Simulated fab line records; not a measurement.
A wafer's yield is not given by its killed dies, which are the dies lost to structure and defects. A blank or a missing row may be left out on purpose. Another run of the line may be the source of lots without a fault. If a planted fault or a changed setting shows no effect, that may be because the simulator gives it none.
The tool behind it: which one? ; flow gf180mcu ; 42 wafers from 14 lots sampled at 2 of the route's 602 steps

WHAT THE GAUGES READ, wafer by wafer
GF_V1_BOW_MEAS_05.
lot;measured;on;V1_BOW (um)
L323;day 17 05:16;film metro-04;83 87 86
L324;day 17 23:36;film metro-02;98 84 88
L326;day 18 15:55;film metro-02;85 82 82
L327;day 18 22:09;film metro-01;74 72 90
L330;day 20 15:50;film metro-01;78 91 73
L332;day 20 23:28;film metro-01;79 81 83
L334;day 21 12:42;film metro-01;88 92 90
L339;day 23 11:08;film metro-01;81 84 87
L344;day 25 04:50;film metro-01;88 92 81
L345;day 25 06:48;film metro-01;78 93 81
L346;day 25 12:53;film metro-02;78 80 84

TOOL THAT RAN EACH LOT (tool first, then ch and the chambers of the sampled wafers, then the start)
lot;GF_VT_IMPLANT_STRIP_42
L323;plasma asher-01 ch 0,1, day 7 13:16
L324;plasma asher-01 ch 0,1, day 7 23:37
L326;plasma asher-01 ch 0,1, day 8 11:37
L327;plasma asher-03 ch 0,1, day 8 19:52
L330;plasma asher-01 ch 0,1, day 9 22:12
L332;plasma asher-01 ch 0,1, day 10 06:21
L334;plasma asher-01 ch 0,1, day 10 16:18
L335;plasma asher-03 ch 0,1, day 11 03:37
L336;plasma asher-03 ch 0,1, day 11 09:10
L337;plasma asher-04 ch 1, day 11 16:57
L339;plasma asher-01 ch 0,1, day 12 05:06
L344;plasma asher-01 ch 0,1, day 13 14:27
L345;plasma asher-03 ch 0, day 13 21:36
L346;plasma asher-03 ch 0, day 14 03:07
- GF_VT_IMPLANT_STRIP_42: strips in O2/N2.

WHAT THE TOOLS THEMSELVES READ (means of the sampled wafers that have a number; where no wafer has one, the mark that the record gives instead)
GF_VT_IMPLANT_STRIP_42.
lot;tool;chamber pressure mTorr (mTorr);drypump motor current A (A);heater power w (W);oes product au (a.u.);strip time to endpoint s (s)
L323;plasma asher-01;1500.3;5.6;377;0.719;12.65
L324;plasma asher-01;1500.2;5.7;376;0.715;12.66
L326;plasma asher-01;1500.4;5.6;378;0.718;12.58
L327;plasma asher-03;1499.1;6.4;373;0.711;12.59
L330;plasma asher-01;1500.7;5.8;369;0.717;12.60
L332;plasma asher-01;1501.0;5.7;377;0.714;12.66
L334;plasma asher-01;1498.7;5.8;382;0.714;12.57
L335;plasma asher-03;-;-;-;-;-
L336;plasma asher-03;-;-;-;-;-
L337;plasma asher-04;-;-;-;-;-
L339;plasma asher-01;1499.6;5.6;375;0.719;12.61
L344;plasma asher-01;1500.3;5.6;379;0.717;12.60
L345;plasma asher-03;1500.2;6.4;386;0.712;12.60
L346;plasma asher-03;1500.1;6.4;382;0.714;12.63

THE ANSWER, worked out from the rows above alone
Rule: the lots themselves supply what counts as usual. The widest of any qualifying gaps counts: lots, ordered by their means at a reading, are off when they make up no more than a third of the lots, leave a main group of 4 or more, and stand apart from it by 3 or more times the standard deviation of that group's means. Not used: any main group whose means are identical at the precision the tables above print for the reading. Also off: a lot with no number at a reading for which 4 or more lots have one. Where the step has rows for the other lots, those lots are counted as sound. Order of review: gauges by route order, followed by the tools' own readings, for which a lot's mean as printed above is used. The first step at which some lot is off is used, and at that step the reading that is off furthest; a lot without a number counts as furthest.
Off, at GF_VT_IMPLANT_STRIP_42 on chamber pressure mTorr: L335, L336, L337. Without a number there: L335, L336, L337. Main group: mean 1500.1 mTorr, sd 0.64.
If a tool, at that step or one of the process steps before it, ran each lot that is off and ran no sound lot following the first of them, it fits. None of those tried fits.

WHAT THE SIMULATOR HAD PUT IN
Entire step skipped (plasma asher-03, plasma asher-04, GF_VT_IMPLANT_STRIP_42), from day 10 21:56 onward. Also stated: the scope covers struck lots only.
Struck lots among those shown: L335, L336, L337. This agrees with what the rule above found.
